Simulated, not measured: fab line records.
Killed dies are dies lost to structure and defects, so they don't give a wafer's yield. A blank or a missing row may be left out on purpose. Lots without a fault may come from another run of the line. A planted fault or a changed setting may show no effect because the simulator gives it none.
Which tool is to blame? || flow gf180mcu || 13 lots, 39 wafers sampled, at 5 steps of a route of 602

## WHAT THE GAUGES SHOWED, per wafer
GF_M4_CD_MEAS_14: the cd target is 280 nm. Usual: cdNm reads 279.8 nm (standard deviation 1.1).
{"lot": "L562", "measured": "day 23 10:01", "on": "cdSem-01", "cdNm (nm)": "279.5 280.5 280.4", "flag": ""}
{"lot": "L563", "measured": "day 23 13:55", "on": "cdSem-01", "cdNm (nm)": "279.7 279.5 281.3", "flag": ""}
{"lot": "L564", "measured": "day 24 03:30", "on": "cdSem-01", "cdNm (nm)": "279.4 281.7 280.2", "flag": ""}
{"lot": "L567", "measured": "day 25 08:43", "on": "cdSem-02", "cdNm (nm)": "280.8 280.7 280.3", "flag": ""}
{"lot": "L569", "measured": "day 26 00:05", "on": "cdSem-02", "cdNm (nm)": "281.6 282.6 281.4", "flag": ""}
{"lot": "L570", "measured": "day 26 04:51", "on": "cdSem-02", "cdNm (nm)": "280.7 279.8 280.5", "flag": ""}
{"lot": "L571", "measured": "day 26 08:33", "on": "cdSem-01", "cdNm (nm)": "279.9 280.4 279.8", "flag": ""}
{"lot": "L577", "measured": "day 28 10:56", "on": "cdSem-02", "cdNm (nm)": "281.4 282.2 281.0", "flag": ""}
{"lot": "L578", "measured": "day 28 14:10", "on": "cdSem-02", "cdNm (nm)": "278.0 277.9 278.8", "flag": ""}
{"lot": "L580", "measured": "day 29 08:04", "on": "cdSem-02", "cdNm (nm)": "281.0 280.2 279.9", "flag": ""}
{"lot": "L582", "measured": "day 29 14:45", "on": "cdSem-02", "cdNm (nm)": "279.4 278.4 278.4", "flag": ""}
{"lot": "L583", "measured": "day 30 00:59", "on": "cdSem-02", "cdNm (nm)": "279.7 280.2 281.1", "flag": ""}
{"lot": "L585", "measured": "day 30 10:24", "on": "cdSem-01", "cdNm (nm)": "278.3 278.7 279.1", "flag": ""}

GF_V4_THK_MEAS_01. Usual: V4_CVD_00_THK 576 nm, standard deviation 8.7.
{"lot": "L562", "measured": "day 23 10:53", "on": "filmMetro-03", "V4_CVD_00_THK (nm)": "571 579 571", "flag": ""}
{"lot": "L563", "measured": "day 23 14:46", "on": "filmMetro-04", "V4_CVD_00_THK (nm)": "578 579 569", "flag": ""}
{"lot": "L564", "measured": "day 24 04:31", "on": "filmMetro-01", "V4_CVD_00_THK (nm)": "580 591 588", "flag": ""}
{"lot": "L567", "measured": "day 25 09:37", "on": "filmMetro-04", "V4_CVD_00_THK (nm)": "577 559 571", "flag": ""}
{"lot": "L569", "measured": "day 26 01:04", "on": "filmMetro-04", "V4_CVD_00_THK (nm)": "569 586 580", "flag": ""}
{"lot": "L570", "measured": "day 26 05:45", "on": "filmMetro-04", "V4_CVD_00_THK (nm)": "567 568 577", "flag": ""}
{"lot": "L571", "measured": "day 26 09:28", "on": "filmMetro-03", "V4_CVD_00_THK (nm)": "563 562 556", "flag": ""}
{"lot": "L577", "measured": "day 28 11:50", "on": "filmMetro-01", "V4_CVD_00_THK (nm)": "574 565 559", "flag": ""}
{"lot": "L578", "measured": "day 28 15:04", "on": "filmMetro-01", "V4_CVD_00_THK (nm)": "578 571 581", "flag": ""}
{"lot": "L580", "measured": "day 29 09:03", "on": "filmMetro-03", "V4_CVD_00_THK (nm)": "586 592 583", "flag": ""}
{"lot": "L582", "measured": "day 29 15:38", "on": "filmMetro-04", "V4_CVD_00_THK (nm)": "593 581 574", "flag": ""}
{"lot": "L583", "measured": "day 30 01:56", "on": "filmMetro-03", "V4_CVD_00_THK (nm)": "585 588 584", "flag": ""}
{"lot": "L585", "measured": "day 30 11:19", "on": "filmMetro-01", "V4_CVD_00_THK (nm)": "572 586 582", "flag": ""}

## WHAT TOOL EACH LOT RAN ON (gives the tool, then ch and the chambers of the sampled wafers, and finally the start)
{"lot": "L562", "GF_VT_IMPLANT_COAT_02": "lithoTrack-04 ch 0, day 5 10:44", "GF_VT_IMPLANT_STRIP_09": "plasmaAsher-01 ch 0,1, day 5 18:05", "GF_M4_SPUTTER_00": "pvdSputter-02, day 22 11:10"}
{"lot": "L563", "GF_VT_IMPLANT_COAT_02": "lithoTrack-04 ch 0, day 5 13:41", "GF_VT_IMPLANT_STRIP_09": "plasmaAsher-02 ch 0,1, day 5 20:49", "GF_M4_SPUTTER_00": "pvdSputter-01, day 22 15:10"}
{"lot": "L564", "GF_VT_IMPLANT_COAT_02": "lithoTrack-04 ch 0, day 5 19:13", "GF_VT_IMPLANT_STRIP_09": "plasmaAsher-03 ch 0,1, day 6 03:05", "GF_M4_SPUTTER_00": "pvdSputter-03, day 23 04:13"}
{"lot": "L567", "GF_VT_IMPLANT_COAT_02": "lithoTrack-04 ch 0, day 6 16:14", "GF_VT_IMPLANT_STRIP_09": "plasmaAsher-03 ch 0,1, day 6 23:48", "GF_M4_SPUTTER_00": "pvdSputter-01, day 24 11:46"}
{"lot": "L569", "GF_VT_IMPLANT_COAT_02": "lithoTrack-04 ch 0, day 7 04:19", "GF_VT_IMPLANT_STRIP_09": "plasmaAsher-02 ch 0,1, day 7 12:32", "GF_M4_SPUTTER_00": "pvdSputter-01, day 25 02:18"}
{"lot": "L570", "GF_VT_IMPLANT_COAT_02": "lithoTrack-04 ch 0, day 7 10:13", "GF_VT_IMPLANT_STRIP_09": "plasmaAsher-03 ch 0,1, day 7 18:29", "GF_M4_SPUTTER_00": "pvdSputter-02, day 25 08:07"}
{"lot": "L571", "GF_VT_IMPLANT_COAT_02": "lithoTrack-04 ch 0, day 7 13:13", "GF_VT_IMPLANT_STRIP_09": "plasmaAsher-03 ch 0,1, day 7 21:08", "GF_M4_SPUTTER_00": "pvdSputter-02, day 25 11:49"}
{"lot": "L577", "GF_VT_IMPLANT_COAT_02": "lithoTrack-04 ch 0, day 9 02:34", "GF_VT_IMPLANT_STRIP_09": "plasmaAsher-03 ch 0,1, day 9 11:08", "GF_M4_SPUTTER_00": "pvdSputter-01, day 27 14:49"}
{"lot": "L578", "GF_VT_IMPLANT_COAT_02": "lithoTrack-04 ch 0, day 9 07:47", "GF_VT_IMPLANT_STRIP_09": "plasmaAsher-02 ch 0,1, day 9 16:44", "GF_M4_SPUTTER_00": "pvdSputter-02, day 27 18:13"}
{"lot": "L580", "GF_VT_IMPLANT_COAT_02": "lithoTrack-04 ch 0, day 9 22:02", "GF_VT_IMPLANT_STRIP_09": "plasmaAsher-02 ch 0,1, day 10 06:59", "GF_M4_SPUTTER_00": "pvdSputter-02, day 28 12:19"}
{"lot": "L582", "GF_VT_IMPLANT_COAT_02": "lithoTrack-03 ch 0, day 10 07:36", "GF_VT_IMPLANT_STRIP_09": "plasmaAsher-03 ch 0,1, day 10 16:53", "GF_M4_SPUTTER_00": "pvdSputter-03, day 28 19:48"}
{"lot": "L583", "GF_VT_IMPLANT_COAT_02": "lithoTrack-02 ch 0, day 10 15:48", "GF_VT_IMPLANT_STRIP_09": "plasmaAsher-03 ch 0,1, day 11 01:20", "GF_M4_SPUTTER_00": "pvdSputter-02, day 29 06:40"}
{"lot": "L585", "GF_VT_IMPLANT_COAT_02": "lithoTrack-02 ch 0, day 11 02:48", "GF_VT_IMPLANT_STRIP_09": "plasmaAsher-01 ch 0,1, day 11 12:20", "GF_M4_SPUTTER_00": "pvdSputter-01, day 29 15:14"}
- GF_VT_IMPLANT_COAT_02: resist thk 1000 nm.
- GF_VT_IMPLANT_STRIP_09: strips in O2/N2.
- GF_M4_SPUTTER_00: material Ti, target thk 37.5 nm, time 150 s.

## WHAT THE TOOLS THEMSELVES READ (means of the sampled wafers that have a number; where no wafer has one, the mark that the record gives instead)
GF_VT_IMPLANT_COAT_02. Usual: spinSpeedRpm reads 3000.4 rpm (standard deviation 1.6).
{"lot": "L562", "tool": "lithoTrack-04", "spinSpeedRpm (rpm)": 3001.2, "flag": ""}
{"lot": "L563", "tool": "lithoTrack-04", "spinSpeedRpm (rpm)": 2999.0, "flag": ""}
{"lot": "L564", "tool": "lithoTrack-04", "spinSpeedRpm (rpm)": 2998.9, "flag": ""}
{"lot": "L567", "tool": "lithoTrack-04", "spinSpeedRpm (rpm)": 3000.0, "flag": ""}
{"lot": "L569", "tool": "lithoTrack-04", "spinSpeedRpm (rpm)": 3000.8, "flag": ""}
{"lot": "L570", "tool": "lithoTrack-04", "spinSpeedRpm (rpm)": 2999.9, "flag": ""}
{"lot": "L571", "tool": "lithoTrack-04", "spinSpeedRpm (rpm)": 3001.0, "flag": ""}
{"lot": "L577", "tool": "lithoTrack-04", "spinSpeedRpm (rpm)": 2938.7, "flag": "OFF"}
{"lot": "L578", "tool": "lithoTrack-04", "spinSpeedRpm (rpm)": 2935.8, "flag": "OFF"}
{"lot": "L580", "tool": "lithoTrack-04", "spinSpeedRpm (rpm)": 2937.6, "flag": "OFF"}
{"lot": "L582", "tool": "lithoTrack-03", "spinSpeedRpm (rpm)": 3000.6, "flag": ""}
{"lot": "L583", "tool": "lithoTrack-02", "spinSpeedRpm (rpm)": 3000.1, "flag": ""}
{"lot": "L585", "tool": "lithoTrack-02", "spinSpeedRpm (rpm)": 2998.5, "flag": ""}

GF_VT_IMPLANT_STRIP_09. Usual: drypumpMotorCurrentA 5.8 A, standard deviation 0.46; heaterPowerW 323 W, standard deviation 37; oesProductAu 0.715 a.u., standard deviation 0.005; stripTimeToEndpointS 12.64 s, standard deviation 0.035.
{"lot": "L562", "tool": "plasmaAsher-01", "drypumpMotorCurrentA (A)": 5.4, "heaterPowerW (W)": 375, "oesProductAu (a.u.)": 0.714, "stripTimeToEndpointS (s)": 12.68, "flag": ""}
{"lot": "L563", "tool": "plasmaAsher-02", "drypumpMotorCurrentA (A)": 5.9, "heaterPowerW (W)": 300, "oesProductAu (a.u.)": 0.720, "stripTimeToEndpointS (s)": 12.66, "flag": ""}
{"lot": "L564", "tool": "plasmaAsher-03", "drypumpMotorCurrentA (A)": 5.7, "heaterPowerW (W)": 346, "oesProductAu (a.u.)": 0.714, "stripTimeToEndpointS (s)": 12.70, "flag": ""}
{"lot": "L567", "tool": "plasmaAsher-03", "drypumpMotorCurrentA (A)": 5.7, "heaterPowerW (W)": 339, "oesProductAu (a.u.)": 0.712, "stripTimeToEndpointS (s)": 12.67, "flag": ""}
{"lot": "L569", "tool": "plasmaAsher-02", "drypumpMotorCurrentA (A)": 5.9, "heaterPowerW (W)": 301, "oesProductAu (a.u.)": 0.715, "stripTimeToEndpointS (s)": 12.64, "flag": ""}
{"lot": "L570", "tool": "plasmaAsher-03", "drypumpMotorCurrentA (A)": 5.8, "heaterPowerW (W)": 344, "oesProductAu (a.u.)": 0.713, "stripTimeToEndpointS (s)": 12.68, "flag": ""}
{"lot": "L571", "tool": "plasmaAsher-03", "drypumpMotorCurrentA (A)": 5.7, "heaterPowerW (W)": 340, "oesProductAu (a.u.)": 0.719, "stripTimeToEndpointS (s)": 12.61, "flag": ""}
{"lot": "L577", "tool": "plasmaAsher-03", "drypumpMotorCurrentA (A)": 5.8, "heaterPowerW (W)": 345, "oesProductAu (a.u.)": 0.718, "stripTimeToEndpointS (s)": 12.76, "flag": "OFF"}
{"lot": "L578", "tool": "plasmaAsher-02", "drypumpMotorCurrentA (A)": 5.9, "heaterPowerW (W)": 299, "oesProductAu (a.u.)": 0.716, "stripTimeToEndpointS (s)": 12.77, "flag": "OFF"}
{"lot": "L580", "tool": "plasmaAsher-02", "drypumpMotorCurrentA (A)": 6.1, "heaterPowerW (W)": 293, "oesProductAu (a.u.)": 0.715, "stripTimeToEndpointS (s)": 12.75, "flag": "OFF"}
{"lot": "L582", "tool": "plasmaAsher-03", "drypumpMotorCurrentA (A)": 5.7, "heaterPowerW (W)": 340, "oesProductAu (a.u.)": 0.715, "stripTimeToEndpointS (s)": 12.62, "flag": ""}
{"lot": "L583", "tool": "plasmaAsher-03", "drypumpMotorCurrentA (A)": 5.7, "heaterPowerW (W)": 344, "oesProductAu (a.u.)": 0.715, "stripTimeToEndpointS (s)": 12.63, "flag": ""}
{"lot": "L585", "tool": "plasmaAsher-01", "drypumpMotorCurrentA (A)": 5.1, "heaterPowerW (W)": 319, "oesProductAu (a.u.)": 0.717, "stripTimeToEndpointS (s)": 12.63, "flag": ""}

GF_M4_SPUTTER_00. Usual: throttleValvePct reads 30.2 % (standard deviation 1.2).
{"lot": "L562", "tool": "pvdSputter-02", "throttleValvePct (%)": 30.1, "flag": ""}
{"lot": "L563", "tool": "pvdSputter-01", "throttleValvePct (%)": 30.8, "flag": ""}
{"lot": "L564", "tool": "pvdSputter-03", "throttleValvePct (%)": 28.6, "flag": ""}
{"lot": "L567", "tool": "pvdSputter-01", "throttleValvePct (%)": 31.9, "flag": ""}
{"lot": "L569", "tool": "pvdSputter-01", "throttleValvePct (%)": 30.2, "flag": ""}
{"lot": "L570", "tool": "pvdSputter-02", "throttleValvePct (%)": 30.3, "flag": ""}
{"lot": "L571", "tool": "pvdSputter-02", "throttleValvePct (%)": 30.7, "flag": ""}
{"lot": "L577", "tool": "pvdSputter-01", "throttleValvePct (%)": 30.2, "flag": ""}
{"lot": "L578", "tool": "pvdSputter-02", "throttleValvePct (%)": 30.2, "flag": ""}
{"lot": "L580", "tool": "pvdSputter-02", "throttleValvePct (%)": 30.1, "flag": ""}
{"lot": "L582", "tool": "pvdSputter-03", "throttleValvePct (%)": 29.3, "flag": ""}
{"lot": "L583", "tool": "pvdSputter-02", "throttleValvePct (%)": 30.1, "flag": ""}
{"lot": "L585", "tool": "pvdSputter-01", "throttleValvePct (%)": 30.7, "flag": ""}

## THE ANSWER, worked out from the rows above alone
Rule: a lot counts as off when the mean over its wafers that have a number is more than 3 standard deviations away from the usual mean. A lot without any number at a reading at which 4 lots or more have one is off too. All remaining lots with rows at the step are treated as sound. The gauges are gone through in route order, then the tools' own readings, and for those a lot's mean is taken as printed above. At the first step where some lot is off, the reading lying furthest off is the one used; lots without a number count as furthest.
Off at GF_VT_IMPLANT_COAT_02 (spinSpeedRpm): L577, L578, L580.
If a tool, at that step or one of the process steps before it, ran each lot that is off and ran no sound lot following the first of them, it fits. One fits: GF_VT_IMPLANT_COAT_02 on lithoTrack-04. Its last sound lot is L571 (day 7 13:13), its first lot that is off L577 (day 9 02:34): a fault that began between those two fits.
On the lots that are off, the tool's own readings at GF_VT_IMPLANT_COAT_02 differ by more than 5 times the standard deviation of the sound lots' means, which bears it out; spinSpeedRpm reads 2937.4 rpm there versus 3000.0 rpm on the sound lots.

## WHAT WAS PUT IN BY THE SIMULATOR
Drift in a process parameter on lithoTrack-04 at GF_VT_IMPLANT_COAT_02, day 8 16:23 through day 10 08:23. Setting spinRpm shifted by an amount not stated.
Struck lots among those shown: L577, L578, L580. The same result came from the rule above.
